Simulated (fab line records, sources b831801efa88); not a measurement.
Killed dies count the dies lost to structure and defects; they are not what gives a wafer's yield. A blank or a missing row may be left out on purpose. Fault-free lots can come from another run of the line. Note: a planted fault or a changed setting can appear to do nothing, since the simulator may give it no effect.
Chamber matching / flow sky130 / cmp-02 running SKY_VIA3_CMP_24: 4 sister chambers
The step polishes, stops on SiO2, t overpolish 20 s, target thk 0 nm. 4 wafers are shown with their chamber, then 12 later ones without.

== WAFERS, EACH WITH ITS CHAMBER ==
wafer=L088.6; chamber=1; motorCurrentA (A)=9.7
wafer=L089.6; chamber=2; motorCurrentA (A)=11.0
wafer=L092.4; chamber=0; motorCurrentA (A)=10.9
wafer=L092.5; chamber=3; motorCurrentA (A)=12.2

== WAFERS WITHOUT THEIR CHAMBER ==
wafer=L091.2; motorCurrentA (A)=12.4
wafer=L091.4; motorCurrentA (A)=10.3
wafer=L091.5; motorCurrentA (A)=10.5
wafer=L095.1; motorCurrentA (A)=10.3
wafer=L095.2; motorCurrentA (A)=10.5
wafer=L095.3; motorCurrentA (A)=13.0
wafer=L096.1; motorCurrentA (A)=12.5
wafer=L096.2; motorCurrentA (A)=11.3
wafer=L096.5; motorCurrentA (A)=10.0
wafer=L097.1; motorCurrentA (A)=11.7
wafer=L097.5; motorCurrentA (A)=10.7
wafer=L097.6; motorCurrentA (A)=10.3

== WHICH CHAMBER EACH WENT THROUGH ==
wafer=L091.2; from the rows above=3; in truth=3
wafer=L091.4; from the rows above=can't be placed: 0 or 1 or 2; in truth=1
wafer=L091.5; from the rows above=can't be placed: 0 or 2 or 1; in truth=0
wafer=L095.1; from the rows above=can't be placed: 0 or 1 or 2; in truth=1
wafer=L095.2; from the rows above=can't be placed: 0 or 2 or 1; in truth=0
wafer=L095.3; from the rows above=3; in truth=3
wafer=L096.1; from the rows above=3; in truth=3
wafer=L096.2; from the rows above=can't be placed: 2 or 0 or 3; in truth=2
wafer=L096.5; from the rows above=can't be placed: 1 or 0 or 2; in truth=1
wafer=L097.1; from the rows above=can't be placed: 3 or 2 or 0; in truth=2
wafer=L097.5; from the rows above=can't be placed: 0 or 2 or 1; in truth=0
wafer=L097.6; from the rows above=can't be placed: 0 or 1 or 2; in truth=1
3 of 12 placed correctly. Can't be placed from these rows: 9 (the true chamber is among the candidates in 9). Wrongly placed: 0.
How it was worked out, from the rows above alone: a wafer's distance from a chamber is the root of the sum, over the readings, of the square of ((its reading less the chamber's mean) divided by the reading's scatter). The wafer belongs to the nearest chamber; if the next one is less than 2 further off, it can't be placed. The mean given for a chamber averages the wafers shown for that chamber. The scatter: root of mean squared gap, hidden wafer to nearest shown wafer, with one shown wafer a chamber.
